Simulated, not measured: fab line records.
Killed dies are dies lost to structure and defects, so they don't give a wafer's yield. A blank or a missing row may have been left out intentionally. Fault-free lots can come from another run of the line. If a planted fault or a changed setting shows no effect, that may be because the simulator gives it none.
Which tool is to blame? | flow gf180mcu | 11 lots with 33 wafers sampled at 5 steps, on a route of 602 steps

== WHAT THE GAUGES READ, wafer by wafer ==
GF_M2_THK_MEAS_06: measures by xrf. Usual: M2_ALCU_THK gives 447 nm (standard deviation 4.3).
lot  | measured     | on            | M2_ALCU_THK (nm) | flag
L412 | day 18 10:34 | film_metro-02 | 451 454 452      |
L413 | day 18 16:29 | film_metro-04 | 450 449 444      |
L414 | day 19 12:00 | film_metro-01 | 442 444 441      |
L418 | day 21 00:19 | film_metro-04 | 450 445 455      |
L419 | day 21 04:53 | film_metro-01 | 443 446 442      |
L421 | day 22 00:27 | film_metro-02 | 449 448 450      |
L430 | day 25 00:09 | film_metro-02 | 443 449 446      |
L431 | day 25 09:40 | film_metro-04 | 443 447 445      |
L432 | day 25 14:07 | film_metro-04 | 455 450 454      |
L433 | day 25 23:52 | film_metro-04 | 451 444 450      |
L434 | day 26 09:00 | film_metro-02 | 446 445 444      |

GF_V2_RS_MEAS_24: measurement is done with a four-point probe. Usual: V2_W_RS gives 0.327 ohm/sq (standard deviation 0.0044).
lot  | measured     | on            | V2_W_RS (ohm/sq)  | flag
L412 | day 20 13:57 | film_metro-02 | 0.335 0.323 0.330 |
L413 | day 20 19:40 | film_metro-02 | 0.325 0.319 0.318 |
L414 | day 21 14:30 | film_metro-04 | 0.327 0.325 0.328 |
L418 | day 23 02:03 | film_metro-02 | 0.243 0.236 0.243 | OFF
L419 | day 23 05:16 | film_metro-03 | 0.330 0.323 0.322 |
L421 | day 24 00:33 | film_metro-03 | 0.241 0.242 0.239 | OFF
L430 | day 26 20:56 | film_metro-04 | 0.330 0.322 0.324 |
L431 | day 27 05:28 | film_metro-04 | 0.328 0.334 0.331 |
L432 | day 27 10:22 | film_metro-04 | 0.335 0.336 0.329 |
L433 | day 27 19:29 | film_metro-02 | 0.330 0.322 0.324 |
L434 | day 28 04:06 | film_metro-02 | 0.327 0.329 0.320 |

GF_V2_THK_MEAS_25: measures by xrf. Usual: V2_W_THK gives 358 nm (standard deviation 6.5).
lot  | measured     | on            | V2_W_THK (nm) | flag
L412 | day 20 14:04 | film_metro-02 | 351 364 355   |
L413 | day 20 19:47 | film_metro-02 | 360 367 370   |
L414 | day 21 14:37 | film_metro-04 | 353 358 355   |
L418 | day 23 02:10 | film_metro-02 | 487 501 491   | OFF
L419 | day 23 05:23 | film_metro-03 | 357 366 368   |
L421 | day 24 00:39 | film_metro-03 | 498 496 506   | OFF
L430 | day 26 21:02 | film_metro-04 | 350 360 356   |
L431 | day 27 05:34 | film_metro-04 | 352 345 351   |
L432 | day 27 10:29 | film_metro-04 | 344 343 352   |
L433 | day 27 19:36 | film_metro-02 | 351 361 358   |
L434 | day 28 04:13 | film_metro-02 | 356 356 364   |

== TOOL THAT RAN EACH LOT (tool first, then ch and the chambers of the sampled wafers, then the start) ==
lot  | GF_V2_ETCH_16                      | GF_V2_CVD_23
L412 | rie_diel-01 ch 1,3, day 20 12:58   | cvd_w-02 ch 0,1, day 20 13:50
L413 | rie_diel-01 ch 0,2,3, day 20 18:46 | cvd_w-02 ch 0,1, day 20 19:33
L414 | rie_diel-02 ch 1,3, day 21 13:35   | cvd_w-02 ch 0,1, day 21 14:23
L418 | rie_diel-02 ch 0,1,2, day 23 01:07 | cvd_w-02 ch 0,1, day 23 01:55
L419 | rie_diel-01 ch 1,2, day 23 04:20   | cvd_w-01 ch 0,1, day 23 05:08
L421 | rie_diel-04 ch 0,1,3, day 23 23:31 | cvd_w-02 ch 1, day 24 00:22
L430 | rie_diel-04 ch 0,1,3, day 26 20:01 | cvd_w-01 ch 0,1, day 26 20:49
L431 | rie_diel-04 ch 1,2, day 27 04:33   | cvd_w-01 ch 0,1, day 27 05:21
L432 | rie_diel-02 ch 0,1,3, day 27 09:28 | cvd_w-01 ch 0,1, day 27 10:14
L433 | rie_diel-01 ch 0,1,2, day 27 18:36 | cvd_w-02 ch 0,1, day 27 19:22
L434 | rie_diel-02 ch 2,3, day 28 03:08   | cvd_w-02 ch 0,1, day 28 03:58
- GF_V2_ETCH_16: etches BARC in N2/H2.
- GF_V2_CVD_23: deposits W, target thk 350 nm, time 104.94 s.

== WHAT THE TOOLS THEMSELVES READ (means of the sampled wafers that have a number; where no wafer has one, the mark that the record gives instead) ==
GF_V2_ETCH_16. Usual: chamber_pressure_mTorr 30.002 mTorr, standard deviation 0.026; drypump_motor_current_A 5.8 A, standard deviation 0.62; oes_product_au 0.854 a.u., standard deviation 0.0048; rf_fwd_power_W 494.8 W, standard deviation 2; throttle_valve_pct 13.224 %, standard deviation 0.0094.
lot  | tool        | chamber_pressure_mTorr (mTorr) | drypump_motor_current_A (A) | oes_product_au (a.u.) | rf_fwd_power_W (W) | throttle_valve_pct (%) | flag
L412 | rie_diel-01 | 29.998                         | 6.5                         | 0.855                 | 494.1              | 13.215                 |
L413 | rie_diel-01 | 30.012                         | 5.9                         | 0.852                 | 493.4              | 13.233                 |
L414 | rie_diel-02 | 29.993                         | 5.6                         | 0.854                 | 494.9              | 13.217                 |
L418 | rie_diel-02 | 30.006                         | 6.2                         | 0.848                 | 496.2              | 13.218                 |
L419 | rie_diel-01 | 29.964                         | 5.6                         | 0.856                 | 495.7              | 13.226                 |
L421 | rie_diel-04 | 30.015                         | 5.5                         | 0.852                 | 495.7              | 13.223                 |
L430 | rie_diel-04 | 29.998                         | 5.4                         | 0.855                 | 495.1              | 13.222                 |
L431 | rie_diel-04 | 29.990                         | 6.0                         | 0.855                 | 493.2              | 13.220                 |
L432 | rie_diel-02 | 29.991                         | 5.6                         | 0.853                 | 494.2              | 13.222                 |
L433 | rie_diel-01 | 30.010                         | 5.6                         | 0.852                 | 494.9              | 13.224                 |
L434 | rie_diel-02 | 30.002                         | 6.0                         | 0.851                 | 494.2              | 13.229                 |

GF_V2_CVD_23. Usual: heater_power_w at 815 W, with a standard deviation of 49.
lot  | tool     | heater_power_w (W) | flag
L412 | cvd_w-02 | 830                |
L413 | cvd_w-02 | 855                |
L414 | cvd_w-02 | 832                |
L418 | cvd_w-02 | 835                |
L419 | cvd_w-01 | 771                |
L421 | cvd_w-02 | 820                |
L430 | cvd_w-01 | 774                |
L431 | cvd_w-01 | 765                |
L432 | cvd_w-01 | 766                |
L433 | cvd_w-02 | 836                |
L434 | cvd_w-02 | 830                |

== THE ANSWER, worked out from the rows above alone ==
Rule: a lot counts as off when the mean over its wafers that have a number is more than 3 standard deviations away from the usual mean. A lot without any number at a reading at which 4 lots or more have one is off too. Any other lot the step has rows for is counted as sound. First the gauges in route order, then the tools' own readings, where a lot's mean is used as printed above. At the first step where some lot is off, the reading lying furthest off is the one used; lots without a number count as furthest.
Off: at GF_V2_RS_MEAS_24 (V2_W_RS), L418, L421.
If a tool, at a process step before that reading, ran all the lots that are off and no sound lot after the first of them, it fits. The gauges at GF_V2_RS_MEAS_24 are tried like those tools. Of those tried, none fits.

== WHAT THE SIMULATOR HAD PUT IN ==
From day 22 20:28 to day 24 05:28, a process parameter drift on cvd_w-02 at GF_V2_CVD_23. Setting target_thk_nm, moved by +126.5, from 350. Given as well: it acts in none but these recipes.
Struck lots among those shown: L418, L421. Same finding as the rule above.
